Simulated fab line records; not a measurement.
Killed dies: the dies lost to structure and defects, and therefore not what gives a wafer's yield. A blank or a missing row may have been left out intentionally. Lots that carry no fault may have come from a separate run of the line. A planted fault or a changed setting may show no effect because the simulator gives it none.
A struck lot beside a sound one ; flow sfqLine ; 42 out of 325 route steps
Sound: the wafers L670.1, L670.2, L670.6. Struck: wafers L682.3, L682.6. (L682.5 of the same lot was not struck and is left out.) The cause comes at the end.
Per side, at each step with rows, come the tool, then ch with its chambers, and then its first start. Under that, the readings that differ: sound wafers ; struck wafers ; difference of the means ; sigmas: that difference in standard deviations of wafers without a fault.
alike: readings with means less than 2 such deviations apart, plus words and numbers identical on both sides. not compared: withheld readings, readings lacking a value on some wafer, bounds such as >300 that could conceal the same value, and numbers that have no deviation in the record and whose values overlap.
The two part at a step that has a row with sigmas, a row that says differs or no value, or rows on one side only. When numbers do not overlap yet have no deviation, they are printed without sigmas and do not part them. A reading that every wafer of one side lacks parts them only if that side has two wafers or more.

first, 6 steps without rows for these wafers: SFQ_TRILAYER_I3_VIA_LITHO_COAT_090 (resist thk 62 nm); SFQ_TRILAYER_I3_VIA_LITHO_COAT_085 (resist thk 650 nm); SFQ_TRILAYER_I3_VIA_LITHO_SOFTBAKE_089; SFQ_TRILAYER_I3_VIA_LITHO_EXPOSE_086 (exposes mask I3, target cd 500 nm); SFQ_TRILAYER_I3_VIA_LITHO_PEB_088 (peb time 60 s); SFQ_TRILAYER_I3_VIA_LITHO_DEVELOP_087 (time 60 s).
SFQ_I3_OVL_MEAS_923:
  sound: overlay-01 at day 43 08:53; struck: overlay-02 at day 48 01:18
  alike: I3_OVL
then, 2 steps without rows for these wafers: SFQ_TRILAYER_I3_VIA_BARC_OPEN_VIA_ETCH_121 (etches BARC in O2, target depth 125 nm, time 41.7 s); SFQ_TRILAYER_I3_VIA_ETCH_VIA_ETCH_088 (etches SiO2 in CHF3, stops on Nb, target depth 260 nm).
SFQ_TRILAYER_I3_VIA_STRIP_STRIP_089: strips in O2.
  sound on rieMetal-01 ch 0, day 43 09:04; struck on rieMetal-03 ch 0,1, day 48 01:40
  alike: drypumpMotorCurrentA, oesProductAu
  not compared: rfHoursCounterH
then, 2 steps without rows for these wafers: SFQ_TRILAYER_I3_VIA_STRIP_SOLV_CLEAN_090 (cleans in NMP, time 600 s); SFQ_TRILAYER_M4_DEP_PRE_CLEAN_092 (time 22.5 s).
SFQ_TRILAYER_M4_DEP_SPUTTER_091: material Nb, target thk 200 nm, time 133.3 s.
  sound: pvdSputter-05 at day 43 10:29; struck: pvdSputter-05 at day 48 02:18
reading;sound;struck;difference;sigmas
throttleValvePct (%);32.7 27.7 32.4;27.8 27.8;-3.1;-3
model.Nb_of_TRILAYER_M4_DEP_SPUTTER_091.thkNm (nm);205 202 204.9;124.2 123.8;-80.0;
SFQ_M4_RS_MEAS_924: uses a four-point probe to measure.
  sound: filmMetro-01 at day 43 10:34; struck: filmMetro-01 at day 48 02:26
reading;sound;struck;difference;sigmas
M4_NB_RS (ohm/sq);0.867 0.880 0.869;1.440 1.446;+0.571;+52
then, 6 steps without rows for these wafers: SFQ_TRILAYER_M4_LITHO_COAT_098 (resist thk 62 nm); SFQ_TRILAYER_M4_LITHO_COAT_093 (resist thk 600 nm); SFQ_TRILAYER_M4_LITHO_SOFTBAKE_097; SFQ_TRILAYER_M4_LITHO_EXPOSE_094 (exposes mask M4, target cd 500 nm); SFQ_TRILAYER_M4_LITHO_PEB_096 (peb time 60 s); SFQ_TRILAYER_M4_LITHO_DEVELOP_095 (time 60 s).
SFQ_M4_OVL_MEAS_926:
  sound: overlay-02 at day 43 13:19; struck: overlay-01 at day 48 04:58
  alike: M4_OVL
SFQ_TRILAYER_M4_BARC_OPEN_METAL_ETCH_123: etches BARC in O2, target depth 125 nm, time 41.7 s.
  sound on rieMetal-04 ch 0,1, day 43 13:21; struck on rieMetal-03 ch 0,1, day 48 05:01
  alike: drypumpMotorCurrentA, oesProductAu
  not compared: rfHoursCounterH
SFQ_TRILAYER_M4_ETCH_METAL_ETCH_096: etches Nb in Cl2/Ar, stops on SiO2, target depth 240 nm, time 120 s.
  sound on rieMetal-04 ch 0,1, day 43 13:25; struck on rieMetal-03 ch 0,1, day 48 05:05
reading;sound;struck;difference;sigmas
oesProductAu (a.u.);0.905 0.909 0.907;0.699 0.705;-0.205;-25
  alike: drypumpMotorCurrentA
  not compared: rfHoursCounterH
SFQ_TRILAYER_M4_STRIP_STRIP_097: strips in O2.
  sound on rieMetal-04 ch 0,1, day 43 13:32; struck on rieMetal-03 ch 0,1, day 48 05:22
  alike: drypumpMotorCurrentA, oesProductAu
  not compared: rfHoursCounterH
then, 1 step without rows for these wafers: SFQ_TRILAYER_M4_STRIP_SOLV_CLEAN_098 (cleans in NMP, time 600 s).
SFQ_TRILAYER_I4_DEP_PECVD_099: deposits SiO2 from SiH4/N2O, time 111.11 s, target thk 500 nm.
  sound on pecvd-03 ch 0,2, day 43 14:19; struck on pecvd-02 ch 1,2, day 48 05:57
  alike: heaterPowerW, throttleValvePct
then, 1 step without rows for these wafers: SFQ_TRILAYER_I4_CMP_CMP_100 (polishes SiO2).
SFQ_I4_BOW_MEAS_927:
  sound: filmMetro-03 at day 43 21:57; struck: filmMetro-03 at day 49 01:47
  alike: I4_BOW
then, 7 steps without rows for these wafers: SFQ_TRILAYER_I4_METRO_MEASURE_101; SFQ_TRILAYER_I4_VIA_LITHO_COAT_108 (resist thk 62 nm); SFQ_TRILAYER_I4_VIA_LITHO_COAT_103 (resist thk 650 nm); SFQ_TRILAYER_I4_VIA_LITHO_SOFTBAKE_107; SFQ_TRILAYER_I4_VIA_LITHO_EXPOSE_104 (exposes mask I4, target cd 700 nm); SFQ_TRILAYER_I4_VIA_LITHO_PEB_106 (peb time 60 s); SFQ_TRILAYER_I4_VIA_LITHO_DEVELOP_105 (time 60 s).
-- the record jumps here: 6 days lie between the struck wafers' starts before and after --
SFQ_I4_OVL_MEAS_928:
  sound: overlay-01 at day 50 07:12; struck: overlay-02 at day 54 14:47
  alike: I4_OVL
then, 2 steps without rows for these wafers: SFQ_TRILAYER_I4_VIA_BARC_OPEN_VIA_ETCH_146 (etches BARC in O2, target depth 125 nm, time 41.7 s); SFQ_TRILAYER_I4_VIA_ETCH_VIA_ETCH_106 (etches SiO2 in CHF3, stops on Nb, target depth 260 nm).
SFQ_TRILAYER_I4_VIA_STRIP_STRIP_107: strips in O2.
  sound on rieMetal-03 ch 0,1, day 50 07:23; struck on rieMetal-02 ch 0, day 54 15:22
  alike: drypumpMotorCurrentA, oesProductAu
  not compared: rfHoursCounterH
then, 2 steps without rows for these wafers: SFQ_TRILAYER_I4_VIA_STRIP_SOLV_CLEAN_108 (cleans in NMP, time 600 s); SFQ_TRILAYER_JJ_TRILAYER_DEP_PRE_CLEAN_113 (time 22.5 s).
-- the record jumps here: 35 days lie between the struck wafers' starts before and after --
SFQ_M8_BOW_MEAS_951:
  sound: filmMetro-02 at day 84 08:00; struck: filmMetro-01 at day 90 00:55
reading;sound;struck;difference;sigmas
model.etest.m4.ohmUm;1.74 1.762 1.746;2.861 2.869;+1.116;
model.etest.i3.linkOhm;1.97 1.972 1.951;2.619 2.635;+0.663;
model.etest.m4.ohmSq;0.8692 0.8823 0.8698;1.435 1.439;+0.563;
model.etest.i4.linkOhm;2.159 2.164 2.152;2.7 2.702;+0.5;
  alike: M8_BOW

## WHERE THEY PART
At SFQ_TRILAYER_M4_DEP_SPUTTER_091 first; at SFQ_TRILAYER_M4_ETCH_METAL_ETCH_096 last (within this record only). Later steps at which nothing parts them and some readings are alike: SFQ_TRILAYER_M4_STRIP_STRIP_097, SFQ_TRILAYER_I4_DEP_PECVD_099, SFQ_I4_BOW_MEAS_927, SFQ_I4_OVL_MEAS_928, SFQ_TRILAYER_I4_VIA_STRIP_STRIP_107, SFQ_M8_BOW_MEAS_951.

WHY: what had been put in by the simulator
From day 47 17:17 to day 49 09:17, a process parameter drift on pvdSputter-05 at SFQ_TRILAYER_M4_DEP_SPUTTER_091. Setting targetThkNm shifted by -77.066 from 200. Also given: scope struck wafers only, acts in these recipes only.
